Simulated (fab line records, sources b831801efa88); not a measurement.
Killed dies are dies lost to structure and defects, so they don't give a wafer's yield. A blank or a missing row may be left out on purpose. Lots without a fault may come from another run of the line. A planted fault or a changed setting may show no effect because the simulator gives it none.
Which tool did it? | flow sky130 | 13 lots, 39 wafers sampled, at 5 steps of a route of 708

WHAT THE GAUGES READ, wafer by wafer
SKY_VT_ADJUST_LVTN_TW_MEAS_21.
lot  | measured     | on            | VT_ADJUST_LVTN_2_TW
L347 | day 7 18:38  | film_metro-01 | 188.1 189.1 188.4
L348 | day 8 08:58  | film_metro-02 | 187.2 187.3 186.9
L349 | day 8 14:38  | film_metro-02 | 187.9 187.9 187.7
L350 | day 9 04:40  | film_metro-01 | 189.1 188.0 187.9
L351 | day 9 04:58  | film_metro-01 | 188.9 190.1 189.7
L352 | day 9 07:32  | film_metro-02 | 188.7 188.9 188.7
L353 | day 9 18:41  | film_metro-01 | 188.1 189.2 188.5
L355 | day 10 09:43 | film_metro-02 | 188.5 187.8 189.0
L363 | day 13 00:44 | film_metro-04 | 190.3 189.9 190.9
L362 | day 13 04:02 | film_metro-02 | 186.8 187.8 187.5
L366 | day 13 12:15 | film_metro-04 | 190.8 190.9 190.2
L368 | day 13 21:43 | film_metro-04 | 190.5 191.5 192.2
L369 | day 14 13:44 | film_metro-04 | 191.4 191.3 191.9

SKY_LDD_HVP_OVL_MEAS_07.
lot  | measured     | on         | LDD_HVP_OVL (nm)
L347 | day 21 14:47 | overlay-01 | -0.5 -2.1 -1.1
L348 | day 22 09:44 | overlay-01 | -1.4 -0.1 -3.2
L349 | day 22 18:39 | overlay-01 | -0.9 0.1 -1.4
L350 | day 23 13:59 | overlay-02 | 1.4 2.4 0.1
L351 | day 23 14:35 | overlay-02 | -1.0 -1.9 -0.6
L352 | day 23 14:17 | overlay-01 | 0.2 -0.5 0.7
L353 | day 24 16:56 | overlay-01 | 0.1 -0.8 0.6
L355 | day 25 04:23 | overlay-02 | 0.7 -0.4 -0.4
L363 | day 28 04:17 | overlay-02 | 0.6 2.3 -0.1
L362 | day 28 06:30 | overlay-02 | -0.3 0.6 0.9
L366 | day 28 18:22 | overlay-02 | 0.1 1.0 1.5
L368 | day 29 09:27 | overlay-01 | -0.1 0.5 2.3
L369 | day 29 16:05 | overlay-02 | 0.4 1.6 -0.2

SKY_LDD_LDN_OVL_MEAS_07.
lot  | measured     | on         | LDD_LDN_OVL (nm)
L347 | day 22 21:35 | overlay-02 | -0.2 -2.3 -2.0
L348 | day 23 15:46 | overlay-01 | 1.1 1.4 -0.5
L349 | day 24 01:16 | overlay-01 | 0.8 0.0 -0.6
L350 | day 24 20:10 | overlay-01 | 1.5 0.3 2.1
L351 | day 24 20:46 | overlay-02 | 1.0 -1.3 0.8
L352 | day 24 20:28 | overlay-01 | -1.2 -1.4 -2.1
L353 | day 25 22:28 | overlay-02 | -0.3 1.3 -1.6
L355 | day 26 09:14 | overlay-01 | 0.4 0.8 -0.9
L363 | day 29 09:11 | overlay-01 | 42.9 44.0 43.0
L362 | day 29 11:19 | overlay-02 | 42.2 39.4 42.7
L366 | day 29 22:15 | overlay-01 | 39.9 41.5 41.9
L368 | day 30 13:25 | overlay-01 | 1.3 1.6 0.6
L369 | day 30 19:53 | overlay-02 | 2.8 2.1 2.5

SKY_SD_N_CD_MEAS_07: target cd 380 nm.
lot  | measured     | on        | cd_nm (nm)
L347 | day 27 23:14 | cd_sem-01 | 382.0 380.6 382.5
L348 | day 28 13:44 | cd_sem-02 | 377.9 380.8 379.8
L349 | day 28 23:36 | cd_sem-02 | 375.7 378.7 378.3
L350 | day 29 16:17 | cd_sem-02 | 380.6 377.7 379.2
L351 | day 29 18:07 | cd_sem-02 | 378.4 378.5 378.7
L352 | day 29 16:55 | cd_sem-02 | 381.5 383.4 383.4
L353 | day 30 18:16 | cd_sem-01 | 380.9 378.5 381.9
L355 | day 31 07:05 | cd_sem-01 | 381.4 383.4 380.5
L363 | day 34 03:38 | cd_sem-02 | 381.5 380.8 381.5
L362 | day 34 05:10 | cd_sem-02 | 377.0 379.0 379.4
L366 | day 34 13:32 | cd_sem-02 | 383.4 383.5 382.0
L368 | day 35 06:01 | cd_sem-02 | 375.8 376.2 378.5
L369 | day 35 11:20 | cd_sem-02 | 379.3 379.1 381.4

WHICH TOOL RAN EACH LOT (tool, then ch and the chambers of the sampled wafers, then the start)
lot  | SKY_LDD_LDN_EXPOSE_04
L347 | iline_stepper-01 ch 0, day 22 07:47
L348 | iline_stepper-01 ch 0, day 22 23:26
L349 | iline_stepper-02 ch 0, day 23 09:47
L350 | iline_stepper-02 ch 0, day 24 05:16
L351 | iline_stepper-02 ch 0, day 24 05:46
L352 | iline_stepper-01 ch 0, day 24 05:31
L353 | iline_stepper-01 ch 0, day 25 08:25
L355 | iline_stepper-02 ch 0, day 25 18:07
L363 | iline_stepper-01 ch 0, day 28 20:25
L362 | iline_stepper-01 ch 0, day 28 22:39
L366 | iline_stepper-01 ch 0, day 29 07:49
L368 | iline_stepper-02 ch 0, day 30 00:29
L369 | iline_stepper-02 ch 0, day 30 07:01
- SKY_LDD_LDN_EXPOSE_04: exposes mask LDNTM, target cd 700 nm.

WHAT THE TOOLS THEMSELVES READ (means of the sampled wafers that have a number; where no wafer has one, the mark that the record gives instead)
SKY_LDD_LDN_EXPOSE_04.
lot  | tool             | exposure_dose_mJ_cm2
L347 | iline_stepper-01 | 140.06
L348 | iline_stepper-01 | 139.89
L349 | iline_stepper-02 | 139.90
L350 | iline_stepper-02 | 139.90
L351 | iline_stepper-02 | 140.08
L352 | iline_stepper-01 | 140.11
L353 | iline_stepper-01 | 140.00
L355 | iline_stepper-02 | 140.16
L363 | iline_stepper-01 | 139.93
L362 | iline_stepper-01 | 139.90
L366 | iline_stepper-01 | 139.98
L368 | iline_stepper-02 | 140.15
L369 | iline_stepper-02 | 140.02

THE ANSWER, worked out from the rows above alone
Rule: what is usual is taken from the lots themselves. Put in order of their means at a reading, lots are off if they are a third of the lots or fewer, leave a main group of 4 or more, and stand apart from it by a gap of 3 or more times the standard deviation of the main group's means; of several such gaps the widest counts. A main group whose means are all the same, to the digits that the tables above print for the reading, isn't used. A lot without any number at a reading at which 4 lots or more have one is off too. The other lots that the step has rows for count as sound. The gauges are gone through in route order, then the tools' own readings, and for those a lot's mean is taken as printed above. The first step at which some lot is off is used, and at that step the reading that is off furthest; a lot without a number counts as furthest.
Off: L363, L362, L366, at SKY_LDD_LDN_OVL_MEAS_07 (LDD_LDN_OVL). The main group: mean 0.3 nm, standard deviation 1.2.
A tool fits if, at a process step before that reading, it ran every lot that is off, and no sound lot after the first of them. The gauges at SKY_LDD_LDN_OVL_MEAS_07 are tried like those tools. One fits: iline_stepper-01 at SKY_LDD_LDN_EXPOSE_04. Its last sound lot is L353 (day 25 08:25), its first lot that is off L363 (day 28 20:25): a fault that began between those two fits.

WHAT THE SIMULATOR HAD PUT IN
Scanner matching overlay: iline_stepper-01, from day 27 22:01 on, at SKY_LDD_LDN_EXPOSE_04. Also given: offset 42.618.
Lots struck among those shown: L363, L362, L366. The rule above found the same.
